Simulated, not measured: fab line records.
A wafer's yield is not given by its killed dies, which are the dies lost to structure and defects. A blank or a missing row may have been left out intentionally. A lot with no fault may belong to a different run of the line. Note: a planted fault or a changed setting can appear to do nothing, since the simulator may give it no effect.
fab line records / flow sky130
record: lots: 13 wafers: 39 last-day: 50
route steps=708 shown FIELD_ISO@3 PWDE@52
lots that met no fault: from a run of the same line without faults
start-h: hours from the record's first day to the start of the lot's first wafer shown / wait-h: time in hours since the lot's previous step / " identical to the entry in the row above / L1.1+2: several wafers, shown together as one row / - no value, or no start given / * or withheld: withheld / < > ~ a bound
route shown NAME@n: NAME is a module with steps in the file, n the number in the route of the first one / usual: the fault-free wafers' mean and standard deviation / same: alike in all rows / chamber/n: place in a boat / sites: per-site readings / _std_site: standard deviation across them / _edge_site: outer sites' mean less inner sites' / radius-mm: how far each site lies from the wafer's centre / mask NAME#n: copy n / behind: the last tool/chamber to shape the wafer / hold: reason for holding the lot/hours on hold/outcome of the hold / device: transistor that didn't switch, given as n, p or np / end of line: the tests these same wafers got at the end of their route / step lacking rows: just its recipe / killed: count of dies lost to structure and defects at first sort (not the wafer's yield) / map: a wafer's dies, x killed, . not, _ none there
set.NAME: the setting as run; set.NAME@STEP: as run at that earlier step / model.NAME: the simulator's own value behind a step, which no gauge read
one table for each step of the route and one row for each wafer, over a sample of lots
services: from which hour (start-h, from the record's first day; less than 0 if before it) a tool's chamber was out of use, for how many hours, and why
== steps ==
step: SKY_FIELD_ISO_THK_MEAS_02
recipe: reads: SiO2_of_FIELD_ISO_OXIDATION_01
usual: FIELD_ISO_OXIDATION_00_THK: 11.99/0.17
lot.wafer=L425.1 tool=film-metro-01 chamber=- start-h=17.58 wait-h=0.0 FIELD_ISO_OXIDATION_00_THK[nm]=11.90
lot.wafer=L425.2 tool=film-metro-01 chamber=- start-h=17.58 wait-h=0.0 FIELD_ISO_OXIDATION_00_THK[nm]=12.21
lot.wafer=L425.4 tool=film-metro-01 chamber=- start-h=17.58 wait-h=0.0 FIELD_ISO_OXIDATION_00_THK[nm]=12.10
lot.wafer=L426.1 tool=film-metro-01 chamber=- start-h=23.00 wait-h=0.0 FIELD_ISO_OXIDATION_00_THK[nm]=12.09
lot.wafer=L426.2 tool=film-metro-01 chamber=- start-h=23.00 wait-h=0.0 FIELD_ISO_OXIDATION_00_THK[nm]=12.23
lot.wafer=L426.5 tool=film-metro-01 chamber=- start-h=23.00 wait-h=0.0 FIELD_ISO_OXIDATION_00_THK[nm]=11.91
lot.wafer=L428.1 tool=film-metro-04 chamber=- start-h=32.65 wait-h=0.0 FIELD_ISO_OXIDATION_00_THK[nm]=11.52
lot.wafer=L428.3 tool=film-metro-04 chamber=- start-h=32.65 wait-h=0.0 FIELD_ISO_OXIDATION_00_THK[nm]=11.52
lot.wafer=L428.6 tool=film-metro-04 chamber=- start-h=32.65 wait-h=0.0 FIELD_ISO_OXIDATION_00_THK[nm]=11.64
lot.wafer=L429.1 tool=film-metro-04 chamber=- start-h=36.63 wait-h=0.0 FIELD_ISO_OXIDATION_00_THK[nm]=11.95
lot.wafer=L429.3 tool=film-metro-04 chamber=- start-h=36.63 wait-h=0.0 FIELD_ISO_OXIDATION_00_THK[nm]=12.28
lot.wafer=L429.6 tool=film-metro-04 chamber=- start-h=36.63 wait-h=0.0 FIELD_ISO_OXIDATION_00_THK[nm]=11.94
lot.wafer=L430.1 tool=film-metro-02 chamber=- start-h=41.63 wait-h=0.0 FIELD_ISO_OXIDATION_00_THK[nm]=12.02
lot.wafer=L430.3 tool=film-metro-02 chamber=- start-h=41.63 wait-h=0.0 FIELD_ISO_OXIDATION_00_THK[nm]=12.03
lot.wafer=L430.5 tool=film-metro-02 chamber=- start-h=41.63 wait-h=0.0 FIELD_ISO_OXIDATION_00_THK[nm]=11.90
lot.wafer=L431.1 tool=film-metro-01 chamber=- start-h=47.37 wait-h=0.0 FIELD_ISO_OXIDATION_00_THK[nm]=11.81
lot.wafer=L431.5 tool=film-metro-01 chamber=- start-h=47.37 wait-h=0.0 FIELD_ISO_OXIDATION_00_THK[nm]=12.06
lot.wafer=L431.6 tool=film-metro-01 chamber=- start-h=47.37 wait-h=0.0 FIELD_ISO_OXIDATION_00_THK[nm]=12.09
lot.wafer=L432.1 tool=film-metro-02 chamber=- start-h=52.77 wait-h=0.0 FIELD_ISO_OXIDATION_00_THK[nm]=11.63
lot.wafer=L432.4 tool=film-metro-02 chamber=- start-h=52.77 wait-h=0.0 FIELD_ISO_OXIDATION_00_THK[nm]=11.71
lot.wafer=L432.6 tool=film-metro-02 chamber=- start-h=52.77 wait-h=0.0 FIELD_ISO_OXIDATION_00_THK[nm]=11.83
lot.wafer=L433.1 tool=film-metro-02 chamber=- start-h=57.31 wait-h=0.0 FIELD_ISO_OXIDATION_00_THK[nm]=12.07
lot.wafer=L433.4 tool=film-metro-02 chamber=- start-h=57.31 wait-h=0.0 FIELD_ISO_OXIDATION_00_THK[nm]=12.30
lot.wafer=L433.5 tool=film-metro-02 chamber=- start-h=57.31 wait-h=0.0 FIELD_ISO_OXIDATION_00_THK[nm]=11.95
lot.wafer=L434.2 tool=film-metro-04 chamber=- start-h=61.70 wait-h=0.0 FIELD_ISO_OXIDATION_00_THK[nm]=12.04
lot.wafer=L434.3 tool=film-metro-04 chamber=- start-h=61.70 wait-h=0.0 FIELD_ISO_OXIDATION_00_THK[nm]=11.92
lot.wafer=L434.5 tool=film-metro-04 chamber=- start-h=61.70 wait-h=0.0 FIELD_ISO_OXIDATION_00_THK[nm]=12.12
lot.wafer=L440.2 tool=film-metro-04 chamber=- start-h=93.42 wait-h=0.0 FIELD_ISO_OXIDATION_00_THK[nm]=12.04
lot.wafer=L440.5 tool=film-metro-04 chamber=- start-h=93.42 wait-h=0.0 FIELD_ISO_OXIDATION_00_THK[nm]=12.16
lot.wafer=L440.6 tool=film-metro-04 chamber=- start-h=93.42 wait-h=0.0 FIELD_ISO_OXIDATION_00_THK[nm]=12.20
lot.wafer=L441.2 tool=film-metro-04 chamber=- start-h=97.60 wait-h=0.0 FIELD_ISO_OXIDATION_00_THK[nm]=12.00
lot.wafer=L441.4 tool=film-metro-04 chamber=- start-h=97.60 wait-h=0.0 FIELD_ISO_OXIDATION_00_THK[nm]=12.10
lot.wafer=L441.6 tool=film-metro-04 chamber=- start-h=97.60 wait-h=0.0 FIELD_ISO_OXIDATION_00_THK[nm]=12.08
lot.wafer=L444.1 tool=film-metro-02 chamber=- start-h=111.63 wait-h=0.0 FIELD_ISO_OXIDATION_00_THK[nm]=11.79
lot.wafer=L444.3 tool=film-metro-02 chamber=- start-h=111.63 wait-h=0.0 FIELD_ISO_OXIDATION_00_THK[nm]=11.89
lot.wafer=L444.4 tool=film-metro-02 chamber=- start-h=111.63 wait-h=0.0 FIELD_ISO_OXIDATION_00_THK[nm]=12.05
lot.wafer=L446.2 tool=film-metro-04 chamber=- start-h=122.01 wait-h=0.0 FIELD_ISO_OXIDATION_00_THK[nm]=11.77
lot.wafer=L446.4 tool=film-metro-04 chamber=- start-h=122.01 wait-h=0.0 FIELD_ISO_OXIDATION_00_THK[nm]=11.86
lot.wafer=L446.6 tool=film-metro-04 chamber=- start-h=122.01 wait-h=0.0 FIELD_ISO_OXIDATION_00_THK[nm]=11.85
step: SKY_FIELD_ISO_THK_MEAS_23
recipe: reads: SiO2_of_FIELD_ISO_OXIDATION_22
usual: FIELD_ISO_OXIDATION_01_THK: 10.01/0.17
lot.wafer=L425.1 tool=film-metro-02 chamber=- start-h=36.67 wait-h=0.0 FIELD_ISO_OXIDATION_01_THK[nm]=10.01
lot.wafer=L425.2 tool=film-metro-02 chamber=- start-h=36.67 wait-h=0.0 FIELD_ISO_OXIDATION_01_THK[nm]=9.88
lot.wafer=L425.4 tool=film-metro-02 chamber=- start-h=36.67 wait-h=0.0 FIELD_ISO_OXIDATION_01_THK[nm]=9.96
lot.wafer=L426.1 tool=film-metro-01 chamber=- start-h=45.86 wait-h=0.0 FIELD_ISO_OXIDATION_01_THK[nm]=9.88
lot.wafer=L426.2 tool=film-metro-01 chamber=- start-h=45.86 wait-h=0.0 FIELD_ISO_OXIDATION_01_THK[nm]=9.93
lot.wafer=L426.5 tool=film-metro-01 chamber=- start-h=45.86 wait-h=0.0 FIELD_ISO_OXIDATION_01_THK[nm]=10.02
lot.wafer=L428.1 tool=film-metro-01 chamber=- start-h=53.94 wait-h=0.0 FIELD_ISO_OXIDATION_01_THK[nm]=10.07
lot.wafer=L428.3 tool=film-metro-01 chamber=- start-h=53.94 wait-h=0.0 FIELD_ISO_OXIDATION_01_THK[nm]=9.98
lot.wafer=L428.6 tool=film-metro-01 chamber=- start-h=53.94 wait-h=0.0 FIELD_ISO_OXIDATION_01_THK[nm]=10.13
lot.wafer=L429.1 tool=film-metro-02 chamber=- start-h=56.53 wait-h=0.0 FIELD_ISO_OXIDATION_01_THK[nm]=10.17
lot.wafer=L429.3 tool=film-metro-02 chamber=- start-h=56.53 wait-h=0.0 FIELD_ISO_OXIDATION_01_THK[nm]=9.92
lot.wafer=L429.6 tool=film-metro-02 chamber=- start-h=56.53 wait-h=0.0 FIELD_ISO_OXIDATION_01_THK[nm]=10.12
lot.wafer=L430.1 tool=film-metro-02 chamber=- start-h=62.86 wait-h=0.0 FIELD_ISO_OXIDATION_01_THK[nm]=9.87
lot.wafer=L430.3 tool=film-metro-02 chamber=- start-h=62.86 wait-h=0.0 FIELD_ISO_OXIDATION_01_THK[nm]=9.84
lot.wafer=L430.5 tool=film-metro-02 chamber=- start-h=62.86 wait-h=0.0 FIELD_ISO_OXIDATION_01_THK[nm]=9.78
lot.wafer=L431.1 tool=film-metro-02 chamber=- start-h=67.81 wait-h=0.0 FIELD_ISO_OXIDATION_01_THK[nm]=9.90
lot.wafer=L431.5 tool=film-metro-02 chamber=- start-h=67.81 wait-h=0.0 FIELD_ISO_OXIDATION_01_THK[nm]=9.89
lot.wafer=L431.6 tool=film-metro-02 chamber=- start-h=67.81 wait-h=0.0 FIELD_ISO_OXIDATION_01_THK[nm]=9.86
lot.wafer=L432.1 tool=film-metro-01 chamber=- start-h=74.09 wait-h=0.0 FIELD_ISO_OXIDATION_01_THK[nm]=10.07
lot.wafer=L432.4 tool=film-metro-01 chamber=- start-h=74.09 wait-h=0.0 FIELD_ISO_OXIDATION_01_THK[nm]=9.97
lot.wafer=L432.6 tool=film-metro-01 chamber=- start-h=74.09 wait-h=0.0 FIELD_ISO_OXIDATION_01_THK[nm]=10.10
lot.wafer=L433.1 tool=film-metro-01 chamber=- start-h=79.30 wait-h=0.0 FIELD_ISO_OXIDATION_01_THK[nm]=9.81
lot.wafer=L433.4 tool=film-metro-01 chamber=- start-h=79.30 wait-h=0.0 FIELD_ISO_OXIDATION_01_THK[nm]=9.91
lot.wafer=L433.5 tool=film-metro-01 chamber=- start-h=79.30 wait-h=0.0 FIELD_ISO_OXIDATION_01_THK[nm]=9.83
lot.wafer=L434.2 tool=film-metro-02 chamber=- start-h=83.53 wait-h=0.0 FIELD_ISO_OXIDATION_01_THK[nm]=10.12
lot.wafer=L434.3 tool=film-metro-02 chamber=- start-h=83.53 wait-h=0.0 FIELD_ISO_OXIDATION_01_THK[nm]=10.00
lot.wafer=L434.5 tool=film-metro-02 chamber=- start-h=83.53 wait-h=0.0 FIELD_ISO_OXIDATION_01_THK[nm]=10.26
lot.wafer=L440.2 tool=film-metro-02 chamber=- start-h=117.26 wait-h=0.0 FIELD_ISO_OXIDATION_01_THK[nm]=10.07
lot.wafer=L440.5 tool=film-metro-02 chamber=- start-h=117.26 wait-h=0.0 FIELD_ISO_OXIDATION_01_THK[nm]=10.02
lot.wafer=L440.6 tool=film-metro-02 chamber=- start-h=117.26 wait-h=0.0 FIELD_ISO_OXIDATION_01_THK[nm]=10.03
lot.wafer=L441.2 tool=film-metro-02 chamber=- start-h=122.45 wait-h=0.0 FIELD_ISO_OXIDATION_01_THK[nm]=10.26
lot.wafer=L441.4 tool=film-metro-02 chamber=- start-h=122.45 wait-h=0.0 FIELD_ISO_OXIDATION_01_THK[nm]=10.40
lot.wafer=L441.6 tool=film-metro-02 chamber=- start-h=122.45 wait-h=0.0 FIELD_ISO_OXIDATION_01_THK[nm]=10.45
lot.wafer=L444.1 tool=film-metro-04 chamber=- start-h=135.44 wait-h=0.0 FIELD_ISO_OXIDATION_01_THK[nm]=10.20
lot.wafer=L444.3 tool=film-metro-04 chamber=- start-h=135.44 wait-h=0.0 FIELD_ISO_OXIDATION_01_THK[nm]=10.16
lot.wafer=L444.4 tool=film-metro-04 chamber=- start-h=135.44 wait-h=0.0 FIELD_ISO_OXIDATION_01_THK[nm]=10.05
lot.wafer=L446.2 tool=film-metro-01 chamber=- start-h=144.39 wait-h=0.0 FIELD_ISO_OXIDATION_01_THK[nm]=10.05
lot.wafer=L446.4 tool=film-metro-01 chamber=- start-h=144.39 wait-h=0.0 FIELD_ISO_OXIDATION_01_THK[nm]=9.87
lot.wafer=L446.6 tool=film-metro-01 chamber=- start-h=144.39 wait-h=0.0 FIELD_ISO_OXIDATION_01_THK[nm]=9.80
step: SKY_PWDE_OVL_MEAS_07
usual: PWDE_OVL: 0.4/1.5
lot.wafer=L425.1 tool=overlay-01 chamber=- start-h=74.08 wait-h=- PWDE_OVL[nm]=3.8
lot.wafer=L425.2 tool=overlay-01 chamber=- start-h=74.08 wait-h=- PWDE_OVL[nm]=3.4
lot.wafer=L425.4 tool=overlay-01 chamber=- start-h=74.08 wait-h=- PWDE_OVL[nm]=2.9
lot.wafer=L426.1 tool=overlay-01 chamber=- start-h=83.29 wait-h=- PWDE_OVL[nm]=-1.9
lot.wafer=L426.2 tool=overlay-01 chamber=- start-h=83.29 wait-h=- PWDE_OVL[nm]=-2.4
lot.wafer=L426.5 tool=overlay-01 chamber=- start-h=83.29 wait-h=- PWDE_OVL[nm]=-1.8
lot.wafer=L428.1 tool=overlay-02 chamber=- start-h=92.44 wait-h=- PWDE_OVL[nm]=4.6
lot.wafer=L428.3 tool=overlay-02 chamber=- start-h=92.44 wait-h=- PWDE_OVL[nm]=3.3
lot.wafer=L428.6 tool=overlay-02 chamber=- start-h=92.44 wait-h=- PWDE_OVL[nm]=3.7
lot.wafer=L429.1 tool=overlay-02 chamber=- start-h=95.35 wait-h=- PWDE_OVL[nm]=0.6
lot.wafer=L429.3 tool=overlay-02 chamber=- start-h=95.35 wait-h=- PWDE_OVL[nm]=-0.6
lot.wafer=L429.6 tool=overlay-02 chamber=- start-h=95.35 wait-h=- PWDE_OVL[nm]=0.1
lot.wafer=L430.1 tool=overlay-01 chamber=- start-h=100.64 wait-h=- PWDE_OVL[nm]=0.6
lot.wafer=L430.3 tool=overlay-01 chamber=- start-h=100.64 wait-h=- PWDE_OVL[nm]=0.8
lot.wafer=L430.5 tool=overlay-01 chamber=- start-h=100.64 wait-h=- PWDE_OVL[nm]=0.4
lot.wafer=L431.1 tool=overlay-01 chamber=- start-h=107.48 wait-h=- PWDE_OVL[nm]=1.3
lot.wafer=L431.5 tool=overlay-01 chamber=- start-h=107.48 wait-h=- PWDE_OVL[nm]=0.1
lot.wafer=L431.6 tool=overlay-01 chamber=- start-h=107.48 wait-h=- PWDE_OVL[nm]=1.1
lot.wafer=L432.1 tool=overlay-01 chamber=- start-h=114.00 wait-h=- PWDE_OVL[nm]=0.3
lot.wafer=L432.4 tool=overlay-01 chamber=- start-h=114.00 wait-h=- PWDE_OVL[nm]=-0.2
lot.wafer=L432.6 tool=overlay-01 chamber=- start-h=114.00 wait-h=- PWDE_OVL[nm]=0.2
lot.wafer=L433.1 tool=overlay-02 chamber=- start-h=120.05 wait-h=- PWDE_OVL[nm]=0.2
lot.wafer=L433.4 tool=overlay-02 chamber=- start-h=120.05 wait-h=- PWDE_OVL[nm]=0.0
lot.wafer=L433.5 tool=overlay-02 chamber=- start-h=120.05 wait-h=- PWDE_OVL[nm]=-0.3
lot.wafer=L434.2 tool=overlay-01 chamber=- start-h=128.94 wait-h=- PWDE_OVL[nm]=-1.5
lot.wafer=L434.3 tool=overlay-01 chamber=- start-h=128.94 wait-h=- PWDE_OVL[nm]=-2.8
lot.wafer=L434.5 tool=overlay-01 chamber=- start-h=128.94 wait-h=- PWDE_OVL[nm]=-1.6
lot.wafer=L440.2 tool=overlay-01 chamber=- start-h=161.04 wait-h=- PWDE_OVL[nm]=-2.4
lot.wafer=L440.5 tool=overlay-01 chamber=- start-h=161.04 wait-h=- PWDE_OVL[nm]=0.4
lot.wafer=L440.6 tool=overlay-01 chamber=- start-h=161.04 wait-h=- PWDE_OVL[nm]=-1.1
lot.wafer=L441.2 tool=overlay-01 chamber=- start-h=165.95 wait-h=- PWDE_OVL[nm]=1.0
lot.wafer=L441.4 tool=overlay-01 chamber=- start-h=165.95 wait-h=- PWDE_OVL[nm]=0.5
lot.wafer=L441.6 tool=overlay-01 chamber=- start-h=165.95 wait-h=- PWDE_OVL[nm]=-0.1
lot.wafer=L444.1 tool=overlay-01 chamber=- start-h=181.50 wait-h=- PWDE_OVL[nm]=-1.2
lot.wafer=L444.3 tool=overlay-01 chamber=- start-h=181.50 wait-h=- PWDE_OVL[nm]=-2.5
lot.wafer=L444.4 tool=overlay-01 chamber=- start-h=181.50 wait-h=- PWDE_OVL[nm]=-2.1
lot.wafer=L446.2 tool=overlay-01 chamber=- start-h=192.04 wait-h=- PWDE_OVL[nm]=1.8
lot.wafer=L446.4 tool=overlay-01 chamber=- start-h=192.04 wait-h=- PWDE_OVL[nm]=1.4
lot.wafer=L446.6 tool=overlay-01 chamber=- start-h=192.04 wait-h=- PWDE_OVL[nm]=3.2
step: SKY_PWDE_IMPLANT_08
recipe: species: B energy-kev: 150 dose-cm2: 3.6e+12 tilt-deg: withheld
usual: dose-ions-cm2: 3.6e+12/3.9e+09
lot.wafer=L425.1 tool=implanter-03 chamber=0 start-h=74.12 wait-h=0.0 dose-ions-cm2=3.607e+12
lot.wafer=L425.2 tool=implanter-03 chamber=0 start-h=74.12 wait-h=0.0 dose-ions-cm2=3.598e+12
lot.wafer=L425.4 tool=implanter-03 chamber=0 start-h=74.12 wait-h=0.0 dose-ions-cm2=3.591e+12
lot.wafer=L426.1 tool=implanter-02 chamber=0 start-h=83.32 wait-h=0.0 dose-ions-cm2=3.605e+12
lot.wafer=L426.2 tool=implanter-02 chamber=0 start-h=83.32 wait-h=0.0 dose-ions-cm2=3.604e+12
lot.wafer=L426.5 tool=implanter-02 chamber=0 start-h=83.32 wait-h=0.0 dose-ions-cm2=3.605e+12
lot.wafer=L428.1 tool=implanter-02 chamber=0 start-h=92.47 wait-h=0.0 dose-ions-cm2=3.605e+12
lot.wafer=L428.3 tool=implanter-02 chamber=0 start-h=92.47 wait-h=0.0 dose-ions-cm2=3.601e+12
lot.wafer=L428.6 tool=implanter-02 chamber=0 start-h=92.47 wait-h=0.0 dose-ions-cm2=3.597e+12
lot.wafer=L429.1 tool=implanter-02 chamber=0 start-h=95.38 wait-h=0.0 dose-ions-cm2=3.599e+12
lot.wafer=L429.3 tool=implanter-02 chamber=0 start-h=95.38 wait-h=0.0 dose-ions-cm2=3.595e+12
lot.wafer=L429.6 tool=implanter-02 chamber=0 start-h=95.38 wait-h=0.0 dose-ions-cm2=3.599e+12
lot.wafer=L430.1 tool=implanter-04 chamber=0 start-h=100.67 wait-h=0.0 dose-ions-cm2=3.604e+12
lot.wafer=L430.3 tool=implanter-04 chamber=0 start-h=100.67 wait-h=0.0 dose-ions-cm2=3.599e+12
lot.wafer=L430.5 tool=implanter-04 chamber=0 start-h=100.67 wait-h=0.0 dose-ions-cm2=3.597e+12
lot.wafer=L431.1 tool=implanter-03 chamber=0 start-h=107.52 wait-h=0.0 dose-ions-cm2=3.602e+12
lot.wafer=L431.5 tool=implanter-03 chamber=0 start-h=107.52 wait-h=0.0 dose-ions-cm2=3.601e+12
lot.wafer=L431.6 tool=implanter-03 chamber=0 start-h=107.52 wait-h=0.0 dose-ions-cm2=3.6e+12
lot.wafer=L432.1 tool=implanter-02 chamber=0 start-h=114.03 wait-h=0.0 dose-ions-cm2=3.601e+12
lot.wafer=L432.4 tool=implanter-02 chamber=0 start-h=114.03 wait-h=0.0 dose-ions-cm2=3.605e+12
lot.wafer=L432.6 tool=implanter-02 chamber=0 start-h=114.03 wait-h=0.0 dose-ions-cm2=3.601e+12
lot.wafer=L433.1 tool=implanter-04 chamber=0 start-h=120.08 wait-h=0.0 dose-ions-cm2=3.602e+12
lot.wafer=L433.4 tool=implanter-04 chamber=0 start-h=120.08 wait-h=0.0 dose-ions-cm2=3.6e+12
lot.wafer=L433.5 tool=implanter-04 chamber=0 start-h=120.08 wait-h=0.0 dose-ions-cm2=3.597e+12
lot.wafer=L434.2 tool=implanter-03 chamber=0 start-h=129.00 wait-h=0.0 dose-ions-cm2=3.594e+12
lot.wafer=L434.3 tool=implanter-03 chamber=0 start-h=129.00 wait-h=0.0 dose-ions-cm2=3.596e+12
lot.wafer=L434.5 tool=implanter-03 chamber=0 start-h=129.00 wait-h=0.0 dose-ions-cm2=3.594e+12
lot.wafer=L440.2 tool=implanter-04 chamber=0 start-h=161.10 wait-h=0.0 dose-ions-cm2=3.526e+12
lot.wafer=L440.5 tool=implanter-04 chamber=0 start-h=161.10 wait-h=0.0 dose-ions-cm2=3.524e+12
lot.wafer=L440.6 tool=implanter-04 chamber=0 start-h=161.10 wait-h=0.0 dose-ions-cm2=3.53e+12
lot.wafer=L441.2 tool=implanter-04 chamber=0 start-h=166.01 wait-h=0.0 dose-ions-cm2=3.526e+12
lot.wafer=L441.4 tool=implanter-04 chamber=0 start-h=166.01 wait-h=0.0 dose-ions-cm2=3.532e+12
lot.wafer=L441.6 tool=implanter-04 chamber=0 start-h=166.01 wait-h=0.0 dose-ions-cm2=3.525e+12
lot.wafer=L444.1 tool=implanter-02 chamber=0 start-h=181.53 wait-h=0.0 dose-ions-cm2=3.6e+12
lot.wafer=L444.3 tool=implanter-02 chamber=0 start-h=181.53 wait-h=0.0 dose-ions-cm2=3.597e+12
lot.wafer=L444.4 tool=implanter-02 chamber=0 start-h=181.53 wait-h=0.0 dose-ions-cm2=3.598e+12
lot.wafer=L446.2 tool=implanter-03 chamber=0 start-h=192.09 wait-h=0.0 dose-ions-cm2=3.598e+12
lot.wafer=L446.4 tool=implanter-03 chamber=0 start-h=192.09 wait-h=0.0 dose-ions-cm2=3.608e+12
lot.wafer=L446.6 tool=implanter-03 chamber=0 start-h=192.09 wait-h=0.0 dose-ions-cm2=3.597e+12
step: SKY_NWELL_RS_MEAS_31
recipe: thk-meas-gauge: four-point-probe
usual: PWDE_RS: 5271/17
lot.wafer=L425.1 tool=film-metro-02 chamber=- start-h=109.78 wait-h=0.1 PWDE_RS[ohm/sq]=5281
lot.wafer=L425.2 tool=film-metro-02 chamber=- start-h=109.78 wait-h=0.1 PWDE_RS[ohm/sq]=5254
lot.wafer=L425.4 tool=film-metro-02 chamber=- start-h=109.78 wait-h=0.1 PWDE_RS[ohm/sq]=5273
lot.wafer=L426.1 tool=film-metro-04 chamber=- start-h=120.22 wait-h=0.1 PWDE_RS[ohm/sq]=5258
lot.wafer=L426.2 tool=film-metro-04 chamber=- start-h=120.22 wait-h=0.1 PWDE_RS[ohm/sq]=5266
lot.wafer=L426.5 tool=film-metro-04 chamber=- start-h=120.22 wait-h=0.1 PWDE_RS[ohm/sq]=5263
lot.wafer=L428.1 tool=film-metro-03 chamber=- start-h=129.98 wait-h=0.1 PWDE_RS[ohm/sq]=5253
lot.wafer=L428.3 tool=film-metro-03 chamber=- start-h=129.98 wait-h=0.1 PWDE_RS[ohm/sq]=5274
lot.wafer=L428.6 tool=film-metro-03 chamber=- start-h=129.98 wait-h=0.1 PWDE_RS[ohm/sq]=5257
lot.wafer=L429.1 tool=film-metro-04 chamber=- start-h=133.48 wait-h=0.1 PWDE_RS[ohm/sq]=5266
lot.wafer=L429.3 tool=film-metro-04 chamber=- start-h=133.48 wait-h=0.1 PWDE_RS[ohm/sq]=5275
lot.wafer=L429.6 tool=film-metro-04 chamber=- start-h=133.48 wait-h=0.1 PWDE_RS[ohm/sq]=5279
lot.wafer=L430.1 tool=film-metro-03 chamber=- start-h=138.98 wait-h=0.1 PWDE_RS[ohm/sq]=5271
lot.wafer=L430.3 tool=film-metro-03 chamber=- start-h=138.98 wait-h=0.1 PWDE_RS[ohm/sq]=5275
lot.wafer=L430.5 tool=film-metro-03 chamber=- start-h=138.98 wait-h=0.1 PWDE_RS[ohm/sq]=5291
lot.wafer=L431.1 tool=film-metro-04 chamber=- start-h=146.67 wait-h=0.1 PWDE_RS[ohm/sq]=5312
lot.wafer=L431.5 tool=film-metro-04 chamber=- start-h=146.67 wait-h=0.1 PWDE_RS[ohm/sq]=5301
lot.wafer=L431.6 tool=film-metro-04 chamber=- start-h=146.67 wait-h=0.1 PWDE_RS[ohm/sq]=5301
lot.wafer=L432.1 tool=film-metro-04 chamber=- start-h=153.62 wait-h=0.1 PWDE_RS[ohm/sq]=5259
lot.wafer=L432.4 tool=film-metro-04 chamber=- start-h=153.62 wait-h=0.1 PWDE_RS[ohm/sq]=5265
lot.wafer=L432.6 tool=film-metro-04 chamber=- start-h=153.62 wait-h=0.1 PWDE_RS[ohm/sq]=5267
lot.wafer=L433.1 tool=film-metro-03 chamber=- start-h=160.27 wait-h=0.1 PWDE_RS[ohm/sq]=5272
lot.wafer=L433.4 tool=film-metro-03 chamber=- start-h=160.27 wait-h=0.1 PWDE_RS[ohm/sq]=5258
lot.wafer=L433.5 tool=film-metro-03 chamber=- start-h=160.27 wait-h=0.1 PWDE_RS[ohm/sq]=5276
lot.wafer=L434.2 tool=film-metro-04 chamber=- start-h=170.16 wait-h=0.1 PWDE_RS[ohm/sq]=5251
lot.wafer=L434.3 tool=film-metro-04 chamber=- start-h=170.16 wait-h=0.1 PWDE_RS[ohm/sq]=5249
lot.wafer=L434.5 tool=film-metro-04 chamber=- start-h=170.16 wait-h=0.1 PWDE_RS[ohm/sq]=5269
lot.wafer=L440.2 tool=film-metro-04 chamber=- start-h=205.05 wait-h=0.1 PWDE_RS[ohm/sq]=5344
lot.wafer=L440.5 tool=film-metro-04 chamber=- start-h=205.05 wait-h=0.1 PWDE_RS[ohm/sq]=5327
lot.wafer=L440.6 tool=film-metro-04 chamber=- start-h=205.05 wait-h=0.1 PWDE_RS[ohm/sq]=5345
lot.wafer=L441.2 tool=film-metro-03 chamber=- start-h=210.20 wait-h=0.1 PWDE_RS[ohm/sq]=5382
lot.wafer=L441.4 tool=film-metro-03 chamber=- start-h=210.20 wait-h=0.1 PWDE_RS[ohm/sq]=5378
lot.wafer=L441.6 tool=film-metro-03 chamber=- start-h=210.20 wait-h=0.1 PWDE_RS[ohm/sq]=5357
lot.wafer=L444.1 tool=film-metro-03 chamber=- start-h=226.99 wait-h=0.1 PWDE_RS[ohm/sq]=5253
lot.wafer=L444.3 tool=film-metro-03 chamber=- start-h=226.99 wait-h=0.1 PWDE_RS[ohm/sq]=5245
lot.wafer=L444.4 tool=film-metro-03 chamber=- start-h=226.99 wait-h=0.1 PWDE_RS[ohm/sq]=5251
lot.wafer=L446.2 tool=film-metro-04 chamber=- start-h=236.29 wait-h=0.1 PWDE_RS[ohm/sq]=5277
lot.wafer=L446.4 tool=film-metro-04 chamber=- start-h=236.29 wait-h=0.1 PWDE_RS[ohm/sq]=5297
lot.wafer=L446.6 tool=film-metro-04 chamber=- start-h=236.29 wait-h=0.1 PWDE_RS[ohm/sq]=5302
== services ==
tool=implanter-02 chamber=- start-h=70.13 hours=2.8 kind=repair
tool=implanter-04 chamber=- start-h=79.45 hours=10.7 kind=pm
tool=implanter-04 chamber=- start-h=90.16 hours=3.5 kind=pm
tool=implanter-02 chamber=- start-h=187.07 hours=5.2 kind=repair
tool=implanter-02 chamber=- start-h=191.37 hours=15.3 kind=repair
== key ==
first-sign: step: SKY_PWDE_IMPLANT_08 reading: dose-ions-cm2 direction: down sigmas: 19 usual: * struck: *
effect: step: SKY_NWELL_RS_MEAS_31 reading: PWDE_RS direction: up sigmas: 5 usual: 5271 struck: 5355
met-at SKY_PWDE_IMPLANT_08
struck-lots L440,L441
tester-left-out L440,L441
not-acting-at SKY_FIELD_ISO_THK_MEAS_02,SKY_FIELD_ISO_THK_MEAS_23,SKY_PWDE_OVL_MEAS_07
onset-between 120.08 161.10
fault: kind: process-parameter-drift tool: implanter-04 chamber: - onset-h: 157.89 steps: SKY_PWDE_IMPLANT_08 channel: dose-cm2 offset: * shape: step end-h: 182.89 acts-in: * stated: *
tester-left-out: of these lots the tester's yield and bins aren't shown, on N5 and GAA mostly nor the transistor test; their killed dies are dies lost to structure and defects alone, not to doping, threshold or leakage, so they don't give the yield
